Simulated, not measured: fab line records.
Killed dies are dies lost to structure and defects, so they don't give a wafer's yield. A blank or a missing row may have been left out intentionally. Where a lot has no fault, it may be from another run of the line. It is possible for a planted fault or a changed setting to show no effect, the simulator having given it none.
A struck lot beside a sound one || flow sky130 || 18 steps out of a route of 708
Sound: the wafers L772.1, L772.2, L772.3. Wafers L779.3, L779.4, L779.6 were the ones struck. At the end, the cause is stated.
At each step with rows: each side's tool, then ch and its chambers, then its first start. Under that, the readings that differ: sound wafers || struck wafers || difference of the means || sigmas: that difference in standard deviations of wafers without a fault.
alike: a reading whose means differ by less than 2 such deviations, as well as words and numbers matching on both sides. not compared: withheld readings; readings where some wafer has no value; bounds like >300 that might hide an equal value; numbers whose values overlap and for which the record gives no deviation.
A row with sigmas, a row that says differs or no value, or rows on one side alone: a step with any of these is where the two part. Numbers that have no deviation but don't overlap get no sigmas and don't part them. A reading missing from all wafers of one side parts the sides only when that side holds two or more wafers.

SKY_POLY_GATE_ETCH_15: etches BARC in N2/H2, stops on SiO2, time 118.5 s, target depth 110 nm.
  sound on rieDiel-04 ch 1,2,3, day 20 10:02; struck on rieDiel-01 ch 1,3, day 22 13:56
  alike: drypumpMotorCurrentA, h2FlowSccm, oesProductAu, throttleValvePct
  not compared: rfHoursCounterH
SKY_POLY_GATE_ETCH_16: etches Si3N4 in CH3F/O2, stops on poly-Si, time 147.5 s, target depth 75 nm.
  sound on rieDiel-04 ch 1,2,3, day 20 10:08; struck on rieDiel-01 ch 1,3, day 22 14:01
  alike: drypumpMotorCurrentA, oesProductAu, throttleValvePct
  not compared: rfHoursCounterH
SKY_POLY_GATE_ETCH_17: etches poly-Si in HBr/Cl2, stops on SiO2, target depth 180 nm, time 70.5 s.
  sound on rieSi-02 ch 0,2,3, day 20 10:13; struck on rieSi-02 ch 0,2,3, day 22 14:07
  alike: drypumpMotorCurrentA, oesProductAu, throttleValvePct
  not compared: rfHoursCounterH
SKY_POLY_GATE_STRIP_18: strips in O2/N2.
  sound on plasmaAsher-03 ch 0,1, day 20 10:17; struck on plasmaAsher-03 ch 0,1, day 22 14:13
  alike: drypumpMotorCurrentA, oesProductAu, stripTimeToEndpointS
  not compared: rfHoursCounterH
then, 2 steps without rows for these wafers: SKY_POLY_GATE_CLEAN_19 (cleans in SC1/SC2, time 150 s); SKY_POLY_GATE_OXIDATION_20 (stabilise 600 s, purge 300 s, target thk 4 nm).
SKY_POLY_GATE_THK_MEAS_21:
  sound on filmMetro-03, day 20 12:15; struck on filmMetro-04, day 22 16:02
  alike: POLY_GATE_OXIDATION_THK
SKY_POLY_GATE_CD_MEAS_22:
  sound on cdSem-02, day 20 12:19; struck on cdSem-02, day 22 16:08
  alike: cdNm
then, 4 steps without rows for these wafers: SKY_LDD_N_DEHYDRATE_00 (time 60 s); SKY_LDD_N_HMDS_01 (prime time 60 s); SKY_LDD_N_COAT_02 (resist thk 300 nm); SKY_LDD_N_SOFTBAKE_03 (time 60 s).
SKY_LDD_N_EXPOSE_04: exposes mask NTM, target cd 840 nm.
  sound on ilineStepper-02 ch 0, day 21 04:01; struck on ilineStepper-01 ch 0, day 23 07:16
{"reading": "model.LDD_N.overlayXNm (nm)", "sound": "-0.5775 -0.5775 -0.5775", "struck": "53.21 53.21 53.21", "difference": "+53.79", "sigmas": ""}
  alike: mask
then, 2 steps without rows for these wafers: SKY_LDD_N_PEB_05; SKY_LDD_N_DEVELOP_06 (develop time 60 s).
SKY_LDD_N_OVL_MEAS_07:
  sound on overlay-01, day 21 18:47; struck on overlay-01, day 23 22:03
{"reading": "LDD_N_OVL (nm)", "sound": "0.7 0.0 0.7", "struck": "53.8 52.8 52.9", "difference": "+52.7", "sigmas": "+41"}
following that, these wafers have no rows for 1 step: SKY_LDD_N_IMPLANT_08.
SKY_PAD_OPEN_PROBE_99:
  sound wafers here have rows in the record (prober-02, day 48 14:23); struck ones have none

WHERE THEY PART
First at SKY_LDD_N_OVL_MEAS_07; last, within this record, at SKY_PAD_OPEN_PROBE_99.

WHY: the cause the simulator had injected
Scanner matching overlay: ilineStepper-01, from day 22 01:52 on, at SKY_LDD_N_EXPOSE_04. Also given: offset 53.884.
